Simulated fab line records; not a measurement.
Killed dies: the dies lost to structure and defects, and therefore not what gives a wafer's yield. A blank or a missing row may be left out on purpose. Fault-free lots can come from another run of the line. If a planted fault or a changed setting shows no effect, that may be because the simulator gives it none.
Chamber matching + flow sky130 + rie diel-04 running SKY_VIA3_ETCH_15: 4 sister chambers
The step etches SiO2 in C4F8/O2/Ar, stops on TiN, target depth 507 nm, time 78 s. 18 wafers are shown with their chamber, then 9 later ones without.

== WAFERS PAIRED WITH THEIR CHAMBERS ==
| wafer  | chamber | oes product au (a.u.) |
|--------|---------|-----------------------|
| L078.2 | 2       | 0.943                 |
| L078.3 | 3       | 0.954                 |
| L078.6 | 2       | 0.945                 |
| L079.1 | 2       | 0.945                 |
| L079.2 | 3       | 0.950                 |
| L079.6 | 2       | 0.946                 |
| L081.1 | 1       | 0.951                 |
| L081.2 | 0       | 0.946                 |
| L081.5 | 2       | 0.947                 |
| L082.1 | 2       | 0.950                 |
| L082.2 | 1       | 0.946                 |
| L082.6 | 0       | 0.954                 |
| L084.1 | 2       | 0.951                 |
| L084.4 | 3       | 0.944                 |
| L084.6 | 2       | 0.955                 |
| L087.3 | 3       | 0.946                 |
| L087.4 | 0       | 0.949                 |
| L087.6 | 3       | 0.942                 |

SIGNATURES, as means of the wafers listed above
| reading        | chamber 0 | chamber 1 | chamber 2 | chamber 3 | scatter within a chamber |
|----------------|-----------|-----------|-----------|-----------|--------------------------|
| oes product au | 0.94967   | 0.94850   | 0.94775   | 0.94720   | 0.0042                   |
Rule: distance of a wafer from a chamber = root of the sum over the readings of ((wafer's reading minus chamber's mean) / reading's scatter) squared. If the next closest chamber is less than 2 further off than the closest, the wafer can't be placed; otherwise it belongs to the closest. The scatter: take each reading less its chamber's mean, square it, sum over the shown wafers, divide by the number of wafers less the number of chambers, and take the root.

== WAFERS WHOSE CHAMBER IS MISSING ==
| wafer  | oes product au (a.u.) |
|--------|-----------------------|
| L093.1 | 0.945                 |
| L093.3 | 0.951                 |
| L093.6 | 0.941                 |
| L094.1 | 0.948                 |
| L094.3 | 0.938                 |
| L094.6 | 0.948                 |
| L097.2 | 0.950                 |
| L097.4 | 0.943                 |
| L097.6 | 0.941                 |

== WHICH CHAMBER EACH WENT THROUGH ==
| wafer  | from the rows above               | in truth |
|--------|-----------------------------------|----------|
| L093.1 | can't be placed: 3 or 2 or 1 or 0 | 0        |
| L093.3 | can't be placed: 0 or 1 or 2 or 3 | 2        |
| L093.6 | can't be placed: 3 or 2 or 1 or 0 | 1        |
| L094.1 | can't be placed: 2 or 1 or 3 or 0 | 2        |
| L094.3 | can't be placed: 3 or 2 or 1 or 0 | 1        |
| L094.6 | can't be placed: 2 or 1 or 3 or 0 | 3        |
| L097.2 | can't be placed: 0 or 1 or 2 or 3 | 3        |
| L097.4 | can't be placed: 3 or 2 or 1 or 0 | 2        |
| L097.6 | can't be placed: 3 or 2 or 1 or 0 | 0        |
Correct placement for 0 of the 9. From these rows, 9 cannot be placed; in 9 the true chamber is one of the candidates. Wrongly placed: 0.
